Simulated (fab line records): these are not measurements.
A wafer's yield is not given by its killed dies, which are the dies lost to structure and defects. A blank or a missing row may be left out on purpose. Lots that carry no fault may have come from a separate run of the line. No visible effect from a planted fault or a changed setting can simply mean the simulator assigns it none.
fab line records	flow sky130
record lots=5	wafers=15	last-day=49
route steps=708 shown GATE_OXIDE@190 POLY_GATE@204 RES_PROTECT@206 PAD_OPEN@708
lots that met no fault: from a run of the same line without faults
start-h: hours from the record's first day to the start of the lot's first wafer shown	wait-h: how many hours have passed since the lot's step before this one	" unchanged from the row above	L1.1+2: one row covering several wafers at once	- no value, or no start given	* or withheld: withheld	< > ~ a bound
route shown NAME@n: NAME is a module with steps in the file, n the number in the route of the first one	usual: mean/standard deviation taken from wafers without a fault	same: alike in all rows	chamber/n: place in a boat	sites: the reading at each site	_std_site: the standard deviation of these	_edge_site: mean of outer sites minus mean of inner sites	radius-mm: for every site, how far away it sits from the centre of the wafer	mask NAME#n: copy n	behind: the tool/chamber that last shaped the wafer	hold: the reason the lot was held/the length of the hold in hours/how it ended	device: names the non-switching transistor (n, p or np)	end of line: tests run on the same wafers once the route is complete	where a step has no rows: the recipe by itself	killed: dies that structure and defects cost at the first sort, which is not the same as the wafer's yield	map: a wafer's dies, marking killed ones x, the rest . and places with no die _
set.NAME: the run value of the setting; set.NAME@STEP: its run value at that earlier step	model.NAME: the simulator's own value behind a step, which no gauge read
a table for each step, a row for each wafer; lots at some steps of the route
services: the hour from which a tool's chamber was out of use, counted from the record's first day as start-h (under 0 if before that day), plus the number of hours and why
## steps
# step SKY_GATE_OXIDE_DEHYDRATE_03
# recipe temp-c=200	time-s=60
# step SKY_GATE_OXIDE_HMDS_04
# recipe prime-time-s=60	prime-temp-c=120
# step SKY_GATE_OXIDE_COAT_05
# recipe resist=NOVOLAK	spin-rpm=3000	resist-thk-nm=1140
# step SKY_GATE_OXIDE_SOFTBAKE_06
# recipe temp-c=90	time-s=60	resist=NOVOLAK
# step SKY_GATE_OXIDE_EXPOSE_07
# recipe mask-id=LVOM	na=0.6	source-shape=conventional	sigma-outer=0.6	polarization=unpolarized	target-cd-nm=600	dose-mj=170
# step SKY_GATE_OXIDE_PEB_08
# recipe temp-c=withheld	time-s=*	resist=NOVOLAK
# step SKY_GATE_OXIDE_DEVELOP_09
# recipe resist=NOVOLAK	developer=TMAH	develop-time-s=60	dev-temp-c=23
# step SKY_GATE_OXIDE_OVL_MEAS_10
# usual GATE_OXIDE_OVL=0.1/1.3
lot.wafer	tool	chamber	start-h	wait-h	GATE_OXIDE_OVL[nm]
L848.1	overlay-02	-	326.05	0.1	1.3
L848.4	"	-	"	"	0.7
L848.5	"	-	"	"	0.3
L853.1	overlay-01	-	383.51	0.1	-1.6
L853.2	"	-	"	"	0.2
L853.3	"	-	"	"	-0.2
L860.1	overlay-02	-	432.08	0.1	-0.4
L860.4	"	-	"	"	-2.1
L860.5	"	-	"	"	-2.0
L862.2	overlay-01	-	450.16	0.1	-1.6
L862.3	"	-	"	"	-0.2
L862.4	"	-	"	"	0.1
L863.1	overlay-01	-	459.80	0.1	-0.5
L863.3	"	-	"	"	-0.5
L863.5	"	-	"	"	-0.2
# step SKY_GATE_OXIDE_IMPLANT_11
# recipe species=B	energy-kev=10	dose-cm2=2.6e+12	tilt-deg=withheld
# step SKY_GATE_OXIDE_WET_ETCH_12
# recipe chemistry=dHF	target-depth-nm=16.8	dry=n2-spin	target=SiO2	dilution=100:1	temp-c=25	time-s=336
# step SKY_GATE_OXIDE_STRIP_13
# recipe chemistry=O2/N2	power-w=1400	pressure-mtorr=1500	platen-temp-c=withheld	o2-flow-sccm=3000	n2-flow-sccm=300	overash-fraction=0.5
# usual drypump-motor-current-A=5.6/0.31	oes-product-au=0.716/0.0045	strip-time-to-endpoint-s=14.18/0.051
lot.wafer	tool	chamber	start-h	wait-h	drypump-motor-current-A	oes-product-au	rf-hours-counter-h	strip-time-to-endpoint-s
L848.1	plasma-asher-02	1	326.35	0.0	5.8	0.715	51	14.18
L848.4	"	1	"	"	5.7	0.719	-	14.11
L848.5	"	1	"	"	5.8	0.708	-	14.12
L853.1	plasma-asher-04	0	383.80	0.0	5.6	0.716	26	14.26
L853.2	"	1	"	"	5.3	0.719	26	14.19
L853.3	"	1	"	"	5.3	0.717	-	14.20
L860.1	plasma-asher-02	1	432.37	0.0	5.8	0.723	61	14.12
L860.4	"	1	"	"	5.8	0.709	-	14.09
L860.5	"	0	"	"	6.1	0.715	-	14.08
L862.2	plasma-asher-02	1	450.44	0.0	5.8	0.716	63	14.13
L862.3	"	1	"	"	5.8	0.714	-	14.12
L862.4	"	0	"	"	6.1	0.719	-	14.14
L863.1	plasma-asher-04	0	460.09	0.0	5.5	0.713	34	14.24
L863.3	"	0	"	"	5.5	0.722	-	14.19
L863.5	"	1	"	"	5.3	0.712	-	14.20
# step SKY_GATE_OXIDE_TW_MEAS_14
# usual GATE_OXIDE_TW=224.5/1.5
lot.wafer	tool	chamber	start-h	wait-h	GATE_OXIDE_TW
L848.1	film-metro-01	-	326.45	0.1	223.2
L848.4	"	-	"	"	223.7
L848.5	"	-	"	"	222.6
L853.1	film-metro-02	-	383.90	0.1	226.5
L853.2	"	-	"	"	226.2
L853.3	"	-	"	"	226.3
L860.1	film-metro-04	-	432.47	0.1	224.9
L860.4	"	-	"	"	223.6
L860.5	"	-	"	"	224.3
L862.2	film-metro-04	-	450.55	0.1	223.9
L862.3	"	-	"	"	223.6
L862.4	"	-	"	"	224.0
L863.1	film-metro-02	-	460.19	0.1	225.4
L863.3	"	-	"	"	225.4
L863.5	"	-	"	"	226.6
# step SKY_GATE_OXIDE_CLEAN_15
# recipe chemistry=SC1/SC2	mix=1:4:20	temp-c=70	time-s=150	dry=n2-spin
lot.wafer	tool	chamber	start-h	wait-h
L848.1+4+5	wet-bench-01	2	326.51	0.1
L853.1+2+3	wet-bench-01	1	383.96	0.1
L860.1+4+5	wet-bench-04	1	432.53	0.1
L862.2+3+4	wet-bench-04	3	450.60	0.0
L863.1+3+5	wet-bench-03	0	460.25	0.1
# step SKY_GATE_OXIDE_OXIDATION_16
# recipe temp-c=800	ambient=O2	idle-temp-c=700	ramp-up-c-per-min=10	ramp-down-c-per-min=3	stabilise-s=600	purge-s=300	target-thk-a=35.7	ox-time-s=1915
# step SKY_POLY_GATE_CVD_00
# recipe material=poly-Si	target-thk-nm=180	temp-c=620	time-s=720	pressure-mtorr=200
# step SKY_POLY_GATE_THK_MEAS_01
# recipe reads=poly-Si_of_POLY_GATE_CVD_00
# usual POLY_GATE_CVD_00_THK=180.5/1.7
lot.wafer	tool	chamber	start-h	wait-h	POLY_GATE_CVD_00_THK[nm]
L848.1	film-metro-01	-	332.20	0.0	178.5
L848.4	"	-	"	"	178.5
L848.5	"	-	"	"	176.2
L853.1	film-metro-03	-	387.60	0.0	181.3
L853.2	"	-	"	"	184.4
L853.3	"	-	"	"	184.5
L860.1	film-metro-03	-	435.61	0.0	182.2
L860.4	"	-	"	"	181.0
L860.5	"	-	"	"	182.0
L862.2	film-metro-02	-	453.39	0.0	181.5
L862.3	"	-	"	"	180.7
L862.4	"	-	"	"	181.4
L863.1	film-metro-02	-	463.03	0.0	176.9
L863.3	"	-	"	"	178.0
L863.5	"	-	"	"	176.6
# step SKY_RES_PROTECT_DEHYDRATE_00
# recipe temp-c=200	time-s=60
# step SKY_RES_PROTECT_HMDS_01
# recipe prime-time-s=60	prime-temp-c=120
# step SKY_RES_PROTECT_COAT_02
# recipe resist=NOVOLAK	spin-rpm=3000	resist-thk-nm=1140
# step SKY_RES_PROTECT_SOFTBAKE_03
# recipe temp-c=90	time-s=60	resist=NOVOLAK
# step SKY_RES_PROTECT_EXPOSE_04
# recipe mask-id=RPM	na=0.6	source-shape=conventional	sigma-outer=0.6	polarization=unpolarized	target-cd-nm=1270	dose-mj=131
# step SKY_RES_PROTECT_PEB_05
# recipe temp-c=withheld	time-s=*	resist=NOVOLAK
# step SKY_RES_PROTECT_DEVELOP_06
# recipe resist=NOVOLAK	developer=TMAH	develop-time-s=60	dev-temp-c=23
# step SKY_POLY_GATE_IMPLANT_02
# recipe species=P	energy-kev=30	dose-cm2=7.7e+15	tilt-deg=0
# step SKY_RES_PROTECT_STRIP_07
# recipe chemistry=O2/N2	power-w=1400	pressure-mtorr=1500	platen-temp-c=withheld	o2-flow-sccm=3000	n2-flow-sccm=300	overash-fraction=0.5
# usual drypump-motor-current-A=5.4/0.45	oes-product-au=0.517/0.0041	strip-time-to-endpoint-s=23.26/0.04
lot.wafer	tool	chamber	start-h	wait-h	drypump-motor-current-A	oes-product-au	rf-hours-counter-h	strip-time-to-endpoint-s
L848.1	plasma-asher-03	1	357.99	0.1	5.3	0.521	65	23.25
L848.4	"	0	"	"	5.2	0.519	-	23.23
L848.5	"	1	"	"	5.2	0.521	-	23.27
L853.1	plasma-asher-01	0	416.34	0.1	5.8	0.513	75	23.28
L853.2	"	1	"	"	4.7	0.515	75	23.30
L853.3	"	1	"	"	4.7	0.516	-	23.30
L860.1	plasma-asher-03	1	467.21	0.1	5.2	0.514	4	23.22
L860.4	"	1	"	"	5.2	0.514	-	23.21
L860.5	"	1	"	"	5.2	0.527	-	23.23
L862.2	plasma-asher-03	0	485.48	0.1	5.2	0.518	5	23.26
L862.3	"	1	"	"	5.3	0.516	-	23.24
L862.4	"	0	"	"	5.2	0.513	-	23.22
L863.1	plasma-asher-03	1	494.99	0.1	5.3	0.510	6	23.25
L863.3	"	1	"	"	5.3	0.514	-	23.22
L863.5	"	1	"	"	5.2	0.518	-	23.24
# step SKY_RES_PROTECT_TW_MEAS_08
# usual POLY_GATE_TW=4059/22
lot.wafer	tool	chamber	start-h	wait-h	POLY_GATE_TW
L848.1	film-metro-02	-	358.09	0.1	4124
L848.4	"	-	"	"	4089
L848.5	"	-	"	"	4091
L853.1	film-metro-03	-	416.44	0.1	4060
L853.2	"	-	"	"	4067
L853.3	"	-	"	"	4023
L860.1	film-metro-02	-	467.31	0.1	4038
L860.4	"	-	"	"	4083
L860.5	"	-	"	"	4049
L862.2	film-metro-02	-	485.59	0.1	4086
L862.3	"	-	"	"	4075
L862.4	"	-	"	"	4058
L863.1	film-metro-04	-	495.09	0.1	4008
L863.3	"	-	"	"	4033
L863.5	"	-	"	"	4024
# step SKY_RES_PROTECT_CLEAN_09
# recipe chemistry=SC1/SC2	mix=1:4:20	temp-c=70	time-s=150	dry=n2-spin
# step SKY_POLY_GATE_CVD_03
# recipe material=Si3N4	precursor=DCS/NH3	target-thk-nm=75	temp-c=770	time-s=1290	pressure-mtorr=250
# step SKY_POLY_GATE_THK_MEAS_04
# recipe reads=Si3N4_of_POLY_GATE_CVD_03
# usual POLY_GATE_CVD_03_THK=74.8/0.65
lot.wafer	tool	chamber	start-h	wait-h	POLY_GATE_CVD_03_THK[nm]
L848.1	film-metro-03	-	360.80	0.0	76.2
L848.4	"	-	"	"	75.6
L848.5	"	-	"	"	76.0
L853.1	film-metro-01	-	417.91	0.0	75.2
L853.2	"	-	"	"	75.5
L853.3	"	-	"	"	75.3
L860.1	film-metro-01	-	469.37	0.0	74.1
L860.4	"	-	"	"	75.0
L860.5	"	-	"	"	75.0
L862.2	film-metro-01	-	487.06	0.0	74.2
L862.3	"	-	"	"	74.7
L862.4	"	-	"	"	74.9
L863.1	film-metro-02	-	496.62	0.0	74.5
L863.3	"	-	"	"	74.2
L863.5	"	-	"	"	74.7
# step SKY_POLY_GATE_DEHYDRATE_05
# recipe temp-c=200	time-s=60
# step SKY_POLY_GATE_HMDS_06
# recipe prime-time-s=60	prime-temp-c=120
# step SKY_POLY_GATE_COAT_07
# recipe resist=BARC	temp-c=withheld	time-s=withheld	spin-rpm=3000	resist-thk-nm=110
# step SKY_POLY_GATE_COAT_08
# recipe resist=KrF-thick	spin-rpm=3000	resist-thk-nm=450
# step SKY_POLY_GATE_SOFTBAKE_09
# recipe temp-c=100	time-s=90	resist=KrF-thick
# step SKY_POLY_GATE_EXPOSE_10
# recipe mask-id=P1M	na=0.68	source-shape=conventional	sigma-outer=0.6	target-cd-nm=150	dose-mj=28
# step SKY_POLY_GATE_PEB_11
# recipe peb-temp-c=withheld	peb-time-s=withheld	resist=KrF-thick
# step SKY_POLY_GATE_DEVELOP_12
# recipe develop-time-s=60	resist=KrF-thick	dev-temp-c=21
# step SKY_POLY_GATE_CD_MEAS_13
# recipe target-cd-nm=150
# usual cd-nm=149.9/1.5
lot.wafer	tool	chamber	start-h	wait-h	cd-nm
L848.1	cd-sem-01	-	389.49	-	149.0
L848.4	"	-	"	"	147.5
L848.5	"	-	"	"	148.4
L853.1	cd-sem-01	-	448.50	-	147.9
L853.2	"	-	"	"	148.3
L853.3	"	-	"	"	148.1
L860.1	cd-sem-01	-	501.16	-	150.8
L860.4	"	-	"	"	150.3
L860.5	"	-	"	"	149.1
L862.2	cd-sem-02	-	517.42	-	151.1
L862.3	"	-	"	"	150.4
L862.4	"	-	"	"	151.5
L863.1	cd-sem-01	-	526.20	-	150.5
L863.3	"	-	"	"	148.7
L863.5	"	-	"	"	149.8
# step SKY_POLY_GATE_OVL_MEAS_14
# usual POLY_GATE_OVL=-1/4.8
lot.wafer	tool	chamber	start-h	wait-h	POLY_GATE_OVL[nm]
L848.1	overlay-01	-	389.61	0.1	-1
L848.4	"	-	"	"	10
L848.5	"	-	"	"	-3
L853.1	overlay-02	-	448.62	0.1	-1
L853.2	"	-	"	"	0
L853.3	"	-	"	"	-4
L860.1	overlay-02	-	501.28	0.1	-10
L860.4	"	-	"	"	-4
L860.5	"	-	"	"	-6
L862.2	overlay-01	-	517.52	0.1	9
L862.3	"	-	"	"	-1
L862.4	"	-	"	"	2
L863.1	overlay-02	-	526.32	0.1	3
L863.3	"	-	"	"	-9
L863.5	"	-	"	"	3
# step SKY_POLY_GATE_ETCH_15
# recipe chemistry=N2/H2	target=BARC	ion-energy-ev=200	source-w=500	bias-w=100	pressure-mtorr=30	n2-flow-sccm=100	h2-flow-sccm=200	stop-on=SiO2	time-s=118.5	target-depth-a=1100
# usual drypump-motor-current-A=5.6/0.49	oes-product-au=0.716/0.0046	throttle-valve-pct=13.213/0.0088
lot.wafer	tool	chamber	start-h	wait-h	drypump-motor-current-A	oes-product-au	rf-hours-counter-h	throttle-valve-pct
L848.1	rie-diel-01	3	389.65	0.0	6.2	0.715	103	13.226
L848.4	"	1	"	"	6.4	0.715	5	13.222
L848.5	"	2	"	"	4.7	0.719	-	13.210
L853.1	rie-diel-01	1	448.66	0.0	6.4	0.723	5	13.204
L853.2	"	2	"	"	4.7	0.705	42	13.212
L853.3	"	0	"	"	5.8	0.717	26	13.207
L860.1	rie-diel-03	3	501.32	0.0	5.1	0.716	1	13.201
L860.4	"	1	"	"	5.8	0.718	10	13.211
L860.5	"	2	"	"	5.1	0.717	-	13.218
L862.2	rie-diel-03	0	517.55	0.0	5.7	0.710	14	13.203
L862.3	"	1	"	"	5.8	0.723	10	13.214
L862.4	"	0	"	"	5.7	0.720	-	13.220
L863.1	rie-diel-04	3	526.35	0.0	6.6	0.706	8	13.211
L863.3	"	2	"	"	5.6	0.708	85	13.233
L863.5	"	0	"	"	5.5	0.707	-	13.213
# step SKY_POLY_GATE_ETCH_16
# recipe stop-on=poly-Si	chemistry=CH3F/O2	target=Si3N4	source-w=400	bias-w=80	pressure-mtorr=25	ch3f-flow-sccm=40	O2_flow_sccm=30	time-s=147.5	target-depth-a=750
# usual O2_flow_sccm=29.99/0.093	drypump-motor-current-A=5.6/0.49	oes-product-au=0.640/0.005	throttle-valve-pct=10.535/0.0085
lot.wafer	tool	chamber	start-h	wait-h	O2_flow_sccm	drypump-motor-current-A	oes-product-au	rf-hours-counter-h	throttle-valve-pct
L848.1	rie-diel-01	3	389.73	0.0	29.92	6.2	0.641	104	10.519
L848.4	"	1	"	"	29.94	6.4	0.645	5	10.533
L848.5	"	2	"	"	30.01	4.7	0.646	-	10.533
L853.1	rie-diel-01	1	448.74	0.0	30.01	6.4	0.638	6	10.532
L853.2	"	2	"	"	30.04	4.7	0.649	42	10.537
L853.3	"	0	"	"	30.06	5.8	0.644	26	10.530
L860.1	rie-diel-03	3	501.40	0.0	30.02	5.1	0.631	1	10.539
L860.4	"	1	"	"	29.84	5.8	0.643	10	10.541
L860.5	"	2	"	"	30.00	5.1	0.649	-	10.552
L862.2	rie-diel-03	0	517.64	0.0	30.04	5.7	0.642	14	10.553
L862.3	"	1	"	"	30.14	5.8	0.646	10	10.528
L862.4	"	0	"	"	30.01	5.6	0.632	-	10.521
L863.1	rie-diel-04	3	526.44	0.0	30.12	6.6	0.635	8	10.540
L863.3	"	2	"	"	30.01	5.6	0.644	85	10.528
L863.5	"	0	"	"	30.08	5.5	0.641	-	10.538
# step SKY_POLY_GATE_ETCH_17
# recipe target-depth-nm=180	stop-on=SiO2	over-etch-frac=0.56667	chemistry=HBr/Cl2	target=poly-Si	icp-w=400	bias-w=100	pressure-mtorr=10	HBr_flow_sccm=150	Cl2_flow_sccm=50	time-s=70.5
# usual drypump-motor-current-A=5.82/0.21	oes-product-au=0.986/0.0079	throttle-valve-pct=33.686/0.0084
lot.wafer	tool	chamber	start-h	wait-h	drypump-motor-current-A	oes-product-au	rf-hours-counter-h	throttle-valve-pct
L848.1	rie-si-02	1	389.83	0.0	5.67	0.984	59	33.701
L848.4	"	3	"	"	5.87	0.985	-	33.687
L848.5	"	1	"	"	5.67	0.975	-	33.681
L853.1	rie-si-02	1	448.84	0.0	5.68	0.971	60	33.687
L853.2	"	2	"	"	5.39	0.990	4	33.685
L853.3	"	3	"	"	5.90	0.986	2	33.692
L860.1	rie-si-01	0	501.50	0.0	5.94	0.992	3	33.682
L860.4	"	1	"	"	6.08	0.987	2	33.690
L860.5	"	0	"	"	5.95	0.991	-	33.677
L862.2	rie-si-01	0	517.74	0.0	5.95	0.979	3	33.678
L862.3	"	2	"	"	5.75	0.980	50	33.694
L862.4	"	1	"	"	6.09	0.995	2	33.679
L863.1	rie-si-02	2	526.54	0.0	5.39	0.981	5	33.696
L863.3	"	1	"	"	5.69	0.974	0	33.683
L863.5	"	2	"	"	5.41	0.979	-	33.695
# step SKY_PAD_OPEN_PROBE_99
# usual killed_at_M0_to_M3=43/7.2	killed_at_M4_up=3.1/1.8	killed-at-contacts=24/5.4	killed-at-front-end=15/4.4	killed-at-other=0.4/0.56	killed-dies=86/9.3	killed-on-rim=17/3.6	killed-open=47/6.9	killed-short=39/6.6
# same gross-dies=492	killed-at-back-side=0
lot.wafer	tool	chamber	start-h	wait-h	killed_at_M0_to_M3	killed_at_M4_up	killed-at-contacts	killed-at-front-end	killed-at-other	killed-dies	killed-on-rim	killed-open	killed-short
L853.1	prober-01	-	1132.66	0.1	46	2	22	39	1	110	26	45	40
L853.2	prober-01	-	1132.71	0.1	37	3	29	32	1	102	28	44	35
L853.3	prober-01	-	1132.76	0.2	52	3	18	36	0	109	26	54	34
L860.1	prober-02	-	1163.45	0.1	36	6	13	10	0	65	10	30	35
L860.4	prober-02	-	1163.60	0.2	38	4	26	19	0	87	21	41	46
L860.5	prober-02	-	1163.65	0.2	35	1	16	12	1	65	13	37	27
L863.1	prober-01	-	1181.15	0.1	40	5	27	15	0	87	13	49	38
L863.3	prober-01	-	1181.25	0.2	58	0	14	14	0	86	11	44	42
L863.5	prober-01	-	1181.35	0.2	47	2	15	17	0	81	18	52	29
# killed by level:class
L853.1 GATE_OXIDE:unspecified=25 VIA1:geometric-particle:open=10 CONTACT:geometric-particle:open=7 VIA1:geometric-particle:short=7 LI_CONTACT:geometric-particle:open=6 METAL1:geometric-particle:short=6 VIA3:geometric-particle:open=6 FIELD_ISO:geometric-particle:open=4
L853.2 GATE_OXIDE:unspecified=22 CONTACT:geometric-particle:open=9 LI_CONTACT:geometric-particle:open=8 METAL1:geometric-particle:short=7 LOCAL_INTERCONNECT:geometric-particle:short=6 FIELD_ISO:geometric-particle:open=5 VIA1:geometric-particle:open=5 VIA1:geometric-particle:short=5
L853.3 GATE_OXIDE:unspecified=20 VIA2:geometric-particle:open=14 VIA1:geometric-particle:open=10 METAL2:geometric-particle:short=9 VIA3:geometric-particle:open=7 LI_CONTACT:geometric-particle:open=6 CONTACT:geometric-particle:open=5 POLY_GATE:geometric-particle:short=4
L860.1 VIA3:geometric-particle:open=6 METAL4:geometric-particle:short=6 VIA1:geometric-particle:open=5 LOCAL_INTERCONNECT:geometric-particle:short=4 VIA1:geometric-particle:short=4 VIA2:geometric-particle:open=4 METAL2:geometric-particle:short=4 METAL3:geometric-particle:short=4
L860.4 VIA1:geometric-particle:open=10 CONTACT:geometric-particle:open=8 LI_CONTACT:geometric-particle:open=7 METAL2:geometric-particle:short=7 CONTACT:geometric-particle:short=5 VIA3:geometric-particle:open=5 VIA1:geometric-particle:short=5 FIELD_ISO:geometric-particle:open=4
L860.5 VIA1:geometric-particle:open=9 FIELD_ISO:geometric-particle:open=6 LI_CONTACT:geometric-particle:open=6 VIA1:geometric-particle:short=5 METAL2:geometric-particle:short=4 METAL3:geometric-particle:short=4 POLY_GATE:geometric-particle:open=3 CONTACT:geometric-particle:short=3
L863.1 VIA1:geometric-particle:open=11 LI_CONTACT:geometric-particle:open=8 LOCAL_INTERCONNECT:geometric-particle:short=7 VIA2:geometric-particle:open=7 VIA3:geometric-particle:open=7 FIELD_ISO:geometric-particle:open=5 POLY_GATE:geometric-particle:short=4 METAL4:geometric-particle:short=4
L863.3 VIA1:geometric-particle:open=14 METAL2:geometric-particle:short=10 METAL1:geometric-particle:short=8 VIA2:geometric-particle:open=7 CONTACT:geometric-particle:open=6 VIA1:geometric-particle:short=5 LI_CONTACT:geometric-particle:open=4 VIA3:geometric-particle:short=4
L863.5 VIA2:geometric-particle:open=12 VIA1:geometric-particle:open=11 CONTACT:geometric-particle:open=8 METAL2:geometric-particle:short=7 LI_CONTACT:geometric-particle:open=6 METAL1:geometric-particle:short=6 FIELD_ISO:geometric-particle:short=5 POLY_GATE:geometric-particle:open=5
# map L853.1 (x killed, . not)
__________..x......._________
________....x...x....._______
______xx.x..xxx...x....._____
_____.....x.....x.xxx....____
____......x...x.x.......x.___
___x....x.........x........__
__.x...........x....x..x.x.x_
_.xx...x.x.......x.....x.....
_..............x..........xxx
_.x..x...............x...x...
_......x....xx..........x....
_..x...........x.....x...x.x.
_...x...........x.....x....xx
_..x....xxxxx.xx...x......x..
_...x.......x................
__.x...........x.........x.._
___.......x.x..............__
____.xx.......xx.x.xxxxx.x___
_____............xxxxxxxx____
______....x......xxxxxxx_____
________..x.....x.xxxx_______
__________.....x.xxx_________
# map L848.1 (x killed, . not)
__________..x......x_________
________......x......._______
______...x...xx........x_____
_____...x.......x.xxx.x.x____
____....x.................___
___x.x.......x..x.......x..__
__......x...xx.x............_
_......xx......xx.xx......xx.
_xx...x.x..x.x.......xxx.....
_.......x...........x..xx....
_.x.x...x....................
_........x...x...x.....xx....
_.x......x...x.x..........x..
_......x.....................
_........xx...............xxx
__x...........x...x..x.x...._
___.............xx.x......x__
____.x.....x.x.x.xx.x.....___
_____.......x.......xxxx.____
______.................._____
________....x.x......._______
__________.x...x...._________
## services
tool	chamber	start-h	hours	kind
plasma-asher-03	-	315.07	7.8	repair
rie-diel-01	0	317.16	5.0	repair
rie-si-01	2	317.48	8.6	repair
rie-diel-01	0	328.46	5.5	repair
plasma-asher-03	-	343.35	2.8	pm
rie-diel-03	-	349.93	2.8	pm
rie-diel-01	2	354.20	2.8	repair
rie-si-02	0	370.27	2.7	repair
rie-si-02	0	385.06	5.2	repair
rie-si-01	0	386.44	3.3	repair
rie-si-01	-	387.81	0.2	repair
rie-diel-04	0	408.14	15.7	repair
plasma-asher-03	-	421.25	9.0	pm
rie-diel-03	2	426.35	4.7	repair
rie-diel-03	-	427.10	0.7	repair
rie-diel-03	-	440.56	14.6	pm
plasma-asher-03	-	447.01	2.4	repair
rie-si-02	-	454.30	0.2	repair
rie-diel-01	-	479.23	14.6	pm
rie-diel-03	-	490.14	0.7	repair
rie-diel-01	-	496.16	1.4	repair
rie-diel-03	0	503.83	1.9	repair
rie-si-02	3	512.69	1.8	repair
rie-diel-03	2	516.52	2.2	repair
## key
first-sign step=SKY_PAD_OPEN_PROBE_99	reading=killed-at-front-end	direction=up	sigmas=4.7	usual=15	struck=36
effect step=SKY_PAD_OPEN_PROBE_99	reading=killed-dies	direction=up	sigmas=2.3	usual=86	struck=107	wafers-moved=1
met-at SKY_GATE_OXIDE_CLEAN_15
struck-wafers L853.1,L853.2,L853.3
tester-left-out L853
also-fits SKY_RES_PROTECT_STRIP_07:plasma-asher-01,SKY_POLY_GATE_ETCH_15:rie-diel-01,SKY_POLY_GATE_ETCH_16:rie-diel-01
fault kind=chamber-particle-source	tool=wet-bench-01	chamber=1	onset-h=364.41	steps=SKY_GATE_OXIDE_CLEAN_15	rate-per-visit-cm2=1.4613	end-h=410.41
# tester-left-out: of these lots the tester's yield and bins aren't shown, on N5 and GAA mostly nor the transistor test; their killed dies are dies lost to structure and defects alone, not to doping, threshold or leakage, so they don't give the yield
